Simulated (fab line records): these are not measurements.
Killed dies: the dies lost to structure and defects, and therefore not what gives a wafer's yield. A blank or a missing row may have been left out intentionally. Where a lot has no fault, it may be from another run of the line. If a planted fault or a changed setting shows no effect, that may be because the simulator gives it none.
Struck lot and sound lot, side by side / flow gf180mcu / 15 steps out of a route of 602
Sound: the wafers L658.1, L658.4, L658.5. Wafers L671.1, L671.3, L671.6 were the ones struck. Last of all comes the cause.
Order at every step that has rows: each side's tool, ch and its chambers, its first start. Under that, the readings that differ: sound wafers / struck wafers / difference of the means / sigmas: that difference in standard deviations of wafers without a fault.
alike: readings whose means differ by less than 2 such deviations, and words and numbers that are the same on both sides. not compared: withheld readings, readings that some wafer has no value for, bounds like >300 that may hide the same value, and numbers for which the record gives no deviation and whose values overlap.
Wherever a step has rows on one side only, a row that says differs or no value, or a row with sigmas, the two part there. Numbers that have no deviation but don't overlap get no sigmas and don't part them. Lack of a reading on every wafer of one side parts them only where that side has two or more wafers.

GF_VT_IMPLANT_RS_MEAS_46: a four-point-probe measurement.
  sound on film_metro-01 at day 7 21:45; struck on film_metro-02 at day 11 18:38
  alike: MVSD_RS
GF_VT_IMPLANT_RS_MEAS_47: a four-point-probe measurement.
  sound on film_metro-01 at day 7 21:52; struck on film_metro-02 at day 11 18:46
  alike: NWELL_RS
GF_VT_IMPLANT_RS_MEAS_48: a four-point-probe measurement.
  sound on film_metro-01 at day 7 21:59; struck on film_metro-02 at day 11 18:53
  alike: LVPWELL_RS
GF_VT_IMPLANT_RS_MEAS_49: a four-point-probe measurement.
  sound on film_metro-01 at day 7 22:07; struck on film_metro-02 at day 11 19:00
  alike: MVPSD_RS
then, 4 steps without rows for these wafers: GF_VT_IMPLANT_WET_ETCH_50 (etches SiO2 in dHF, target depth 20 nm, time 400 s); GF_DUAL_GATE_CLEAN_00 (cleans in SC1/SC2, time 150 s); GF_DUAL_GATE_CLEAN_01 (cleans in dHF, time 20 s); GF_DUAL_GATE_OXIDATION_02 (stabilise 600 s, purge 300 s, target thk 10.887 nm).
GF_DUAL_GATE_THK_MEAS_03:
  sound on film_metro-01 at day 8 02:55; struck on film_metro-02 at day 12 02:10
  alike: DUAL_GATE_OXIDATION_00_THK
then, 3 steps without rows for these wafers: GF_DUAL_GATE_DEHYDRATE_04 (time 60 s); GF_DUAL_GATE_HMDS_05 (prime time 60 s); GF_DUAL_GATE_COAT_06 (resist thk 1000 nm).
GF_DUAL_GATE_SOFTBAKE_07: time 60 s.
  sound on litho_track-02 ch 0, day 8 10:46; struck on litho_track-02 ch 0, day 12 11:43
reading=run_length_s (s); sound=89.32 89.16 89.09; struck=99.64 99.48 99.62; difference=+10.39; sigmas=+58
then, 1 step without rows for these wafers: GF_DUAL_GATE_EXPOSE_08 (exposes mask Dualgate, target cd 700 nm).
GF_PASSIVATION_PROBE_99:
  the record has rows for the sound wafers here (prober-01, day 29 17:05) and none for the struck ones

== WHERE THEY PART ==
First at GF_DUAL_GATE_SOFTBAKE_07; last, within this record, at GF_PASSIVATION_PROBE_99.

WHY: what the simulator had put in
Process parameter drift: litho_track-02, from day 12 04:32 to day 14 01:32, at GF_DUAL_GATE_SOFTBAKE_07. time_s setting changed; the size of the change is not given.
